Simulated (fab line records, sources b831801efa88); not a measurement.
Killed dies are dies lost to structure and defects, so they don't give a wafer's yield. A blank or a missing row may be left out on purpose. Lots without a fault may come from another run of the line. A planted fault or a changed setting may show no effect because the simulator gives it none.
Which tool did it? | flow gf180mcu | 13 lots, 39 wafers sampled, at 2 steps of a route of 602

WHAT THE GAUGES READ, wafer by wafer
GF_V1_OVL_MEAS_15.
lot  | measured     | on         | V1_OVL (nm)
L177 | day 18 12:22 | overlay-02 | -8 -5 -11
L178 | day 18 23:04 | overlay-02 | -3 1 -6
L179 | day 19 02:07 | overlay-02 | -4 4 -6
L181 | day 20 02:39 | overlay-01 | -14 -10 -1
L182 | day 20 12:47 | overlay-01 | 5 3 3
L183 | day 20 17:29 | overlay-02 | -8 -11 0
L184 | day 21 04:31 | overlay-01 | 0 -2 -6
L189 | day 23 02:07 | overlay-01 | -4 -2 -8
L191 | day 23 20:39 | overlay-01 | 4 3 1
L192 | day 24 02:20 | overlay-01 | -8 -10 -10
L193 | day 24 05:25 | overlay-01 | 4 2 2
L194 | day 24 15:05 | overlay-01 | -8 -6 -8
L196 | day 25 06:20 | overlay-02 | 7 -4 -1

WHICH TOOL RAN EACH LOT (tool, then ch and the chambers of the sampled wafers, then the start)
lot  | GF_NWELL_IMPLANT_09
L177 | implanter-01 ch 0, day 3 16:08
L178 | implanter-01 ch 0, day 3 18:59
L179 | implanter-01 ch 0, day 3 23:44
L181 | implanter-04 ch 0, day 4 10:43
L182 | implanter-01 ch 0, day 4 16:32
L183 | implanter-04 ch 0, day 4 21:19
L184 | implanter-04 ch 0, day 5 04:28
L189 | implanter-04 ch 0, day 6 07:22
L191 | implanter-04 ch 0, day 6 18:52
L192 | implanter-01 ch 0, day 7 00:13
L193 | implanter-03 ch 0, day 7 04:20
L194 | implanter-01 ch 0, day 7 10:16
L196 | implanter-03 ch 0, day 7 22:17
- GF_NWELL_IMPLANT_09

WHAT THE TOOLS THEMSELVES READ (means of the sampled wafers that have a number; where no wafer has one, the mark that the record gives instead)
GF_NWELL_IMPLANT_09.
lot  | tool         | beam_energy_keV
L177 | implanter-01 | 160.00
L178 | implanter-01 | 159.99
L179 | implanter-01 | 160.00
L181 | implanter-04 | 159.92
L182 | implanter-01 | 160.02
L183 | implanter-04 | 160.04
L184 | implanter-04 | 159.99
L189 | implanter-04 | 167.19
L191 | implanter-04 | 167.15
L192 | implanter-01 | 160.04
L193 | implanter-03 | 160.03
L194 | implanter-01 | 160.04
L196 | implanter-03 | 159.94

THE ANSWER, worked out from the rows above alone
Rule: what is usual is taken from the lots themselves. Put in order of their means at a reading, lots are off if they are a third of the lots or fewer, leave a main group of 4 or more, and stand apart from it by a gap of 3 or more times the standard deviation of the main group's means; of several such gaps the widest counts. A main group whose means are all the same, to the digits that the tables above print for the reading, isn't used. A lot without any number at a reading at which 4 lots or more have one is off too. The other lots that the step has rows for count as sound. The gauges are gone through in route order, then the tools' own readings, and for those a lot's mean is taken as printed above. The first step at which some lot is off is used, and at that step the reading that is off furthest; a lot without a number counts as furthest.
Off: L189, L191, at GF_NWELL_IMPLANT_09 (beam_energy_keV). The main group: mean 160.00, standard deviation 0.038.
A tool fits if, at that step or a process step before it, it ran every lot that is off, and no sound lot after the first of them. One fits: implanter-04 at GF_NWELL_IMPLANT_09. Its last sound lot is L184 (day 5 04:28), its first lot that is off L189 (day 6 07:22): a fault that began between those two fits.
The tool's own readings at GF_NWELL_IMPLANT_09 bear it out: on the lots that are off they differ by more than 5 times the standard deviation of the sound lots' means. beam_energy_keV reads 167.17 there against 160.00 on the sound lots.

WHAT THE SIMULATOR HAD PUT IN
Process parameter drift: implanter-04, from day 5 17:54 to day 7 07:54, at GF_NWELL_IMPLANT_09. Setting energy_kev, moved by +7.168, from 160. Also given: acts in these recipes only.
Lots struck among those shown: L189, L191. The rule above found the same.
